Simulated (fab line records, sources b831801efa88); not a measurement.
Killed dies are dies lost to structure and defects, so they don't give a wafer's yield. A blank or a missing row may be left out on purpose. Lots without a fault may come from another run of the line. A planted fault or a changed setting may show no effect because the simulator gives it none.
Which tool did it? | flow gf180mcu | 7 lots, 21 wafers sampled, at 1 step of a route of 602

WHAT THE GAUGES READ, wafer by wafer
GF_V4_BOW_MEAS_05.
lot  | measured     | on            | V4_BOW (um)
L467 | day 24 10:37 | film_metro-02 | 131 123 129
L468 | day 24 19:02 | film_metro-02 | 124 122 124
L470 | day 25 13:54 | film_metro-02 | 142 144 141
L475 | day 27 03:52 | film_metro-04 | 145 142 143
L478 | day 28 05:27 | film_metro-01 | 131 137 122
L481 | day 28 23:33 | film_metro-02 | 147 154 150
L485 | day 30 10:20 | film_metro-01 | 156 142 156

WHICH TOOL RAN EACH LOT (tool, then ch and the chambers of the sampled wafers, then the start)
The record holds no process step before these readings.

THE ANSWER, worked out from the rows above alone
Rule: what is usual is taken from the lots themselves. Put in order of their means at a reading, lots are off if they are a third of the lots or fewer, leave a main group of 4 or more, and stand apart from it by a gap of 3 or more times the standard deviation of the main group's means; of several such gaps the widest counts. A main group whose means are all the same, to the digits that the tables above print for the reading, isn't used. A lot without any number at a reading at which 4 lots or more have one is off too. The other lots that the step has rows for count as sound.
No lot is off at any reading shown: from this, nothing can be told.

WHAT THE SIMULATOR HAD PUT IN
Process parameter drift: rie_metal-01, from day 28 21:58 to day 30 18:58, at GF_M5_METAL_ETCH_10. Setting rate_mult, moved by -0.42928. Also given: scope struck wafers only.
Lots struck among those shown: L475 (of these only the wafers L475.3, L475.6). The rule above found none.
